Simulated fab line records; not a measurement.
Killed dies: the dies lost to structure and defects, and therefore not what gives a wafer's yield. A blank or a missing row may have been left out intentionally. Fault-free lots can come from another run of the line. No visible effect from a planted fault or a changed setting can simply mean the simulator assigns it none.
Which of the tools did it?	flow gf180mcu	12 lots, 36 wafers sampled, at 2 steps of a route of 602

## WHAT THE GAUGES READ, wafer by wafer
GF_MVPSD_TW_MEAS_11. Usual: MVPSD_TW 556, standard deviation 5.2.
lot	measured	on	MVPSD_TW	flag
L299	day 5 01:23	film-metro-04	561 557 559	
L301	day 5 10:20	film-metro-03	551 554 554	
L302	day 5 20:01	film-metro-03	552 550 552	
L303	day 6 02:10	film-metro-02	555 557 554	
L304	day 6 06:45	film-metro-04	558 558 556	
L306	day 6 19:02	film-metro-03	550 549 551	
L308	day 7 08:18	film-metro-04	575 571 574	OFF
L312	day 8 09:21	film-metro-04	572 574 577 573 574 574	OFF
L314	day 8 19:22	film-metro-03	551 551 551	
L316	day 9 05:58	film-metro-02	552 553 554	
L318	day 9 19:26	film-metro-04	566 567 567	
L322	day 10 20:08	film-metro-03	552 552 553	

## WHICH TOOL RAN EACH LOT (tool, then ch and the chambers of the sampled wafers, then the start)
lot	GF_MVPSD_IMPLANT_09
L299	implanter-01 ch 0, day 5 01:08
L301	implanter-01 ch 0, day 5 10:05
L302	implanter-04 ch 0, day 5 19:46
L303	implanter-03 ch 0, day 6 01:56
L304	implanter-04 ch 0, day 6 06:31
L306	implanter-03 ch 0, day 6 18:48
L308	implanter-04 ch 0, day 7 08:04
L312	implanter-04 ch 0, day 8 09:07
L314	implanter-01 ch 0, day 8 19:10
L316	implanter-01 ch 0, day 9 05:43
L318	implanter-01 ch 0, day 9 19:13
L322	implanter-03 ch 0, day 10 19:54
- GF_MVPSD_IMPLANT_09

## WHAT THE TOOLS THEMSELVES READ (means of the sampled wafers that have a number; where no wafer has one, the mark that the record gives instead)
GF_MVPSD_IMPLANT_09. Usual: end-station-pressure-torr 5.01e-06 Torr, standard deviation 2.8e-07; tilt-deg 0.000 degrees, standard deviation 0.018.
lot	tool	end-station-pressure-torr (Torr)	tilt-deg (degrees)	flag
L299	implanter-01	5.43e-06	-0.006	
L301	implanter-01	5.14e-06	0.003	
L302	implanter-04	4.87e-06	0.009	
L303	implanter-03	4.91e-06	0.003	
L304	implanter-04	4.76e-06	-0.006	
L306	implanter-03	4.99e-06	0.005	
L308	implanter-04	5.13e-06	9.989	OFF
L312	implanter-04	5.16e-06	10.003	OFF
L314	implanter-01	4.82e-06	0.021	
L316	implanter-01	5.14e-06	0.009	
L318	implanter-01	5.21e-06	-0.007	
L322	implanter-03	5.04e-06	0.008	

## THE ANSWER, worked out from the rows above alone
Rule: a lot counts as off when the mean over its wafers that have a number is more than 3 standard deviations away from the usual mean. Also off: a lot with no number at a reading for which 4 or more lots have one. Where the step has rows for the other lots, those lots are counted as sound. Order of review: gauges by route order, followed by the tools' own readings, for which a lot's mean as printed above is used. The first step at which some lot is off is used, and at that step the reading that is off furthest; a lot without a number counts as furthest.
Off: L308, L312, at GF_MVPSD_TW_MEAS_11 (MVPSD_TW).
If a tool, at a process step before that reading, ran all the lots that are off and no sound lot after the first of them, it fits. The gauges at GF_MVPSD_TW_MEAS_11 aren't tried: what is off there is off at GF_MVPSD_IMPLANT_09 too, on other tools, and a gauge's error can't cause that. One candidate fits, namely implanter-04 at GF_MVPSD_IMPLANT_09. Its last sound lot is L304 (day 6 06:31), its first lot that is off L308 (day 7 08:04): a fault that began between those two fits.
The tool's own readings at GF_MVPSD_IMPLANT_09 bear it out: on the lots that are off they differ by more than 5 times the standard deviation of the sound lots' means. tilt-deg reads 9.996 degrees there against 0.004 degrees on the sound lots.

## WHAT THE SIMULATOR PUT IN
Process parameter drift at GF_MVPSD_IMPLANT_09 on implanter-04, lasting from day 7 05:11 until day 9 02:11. A move of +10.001 in setting tilt-deg, from 0. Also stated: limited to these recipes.
Shown lots that were struck: L308, L312. The rule above reached the same finding.
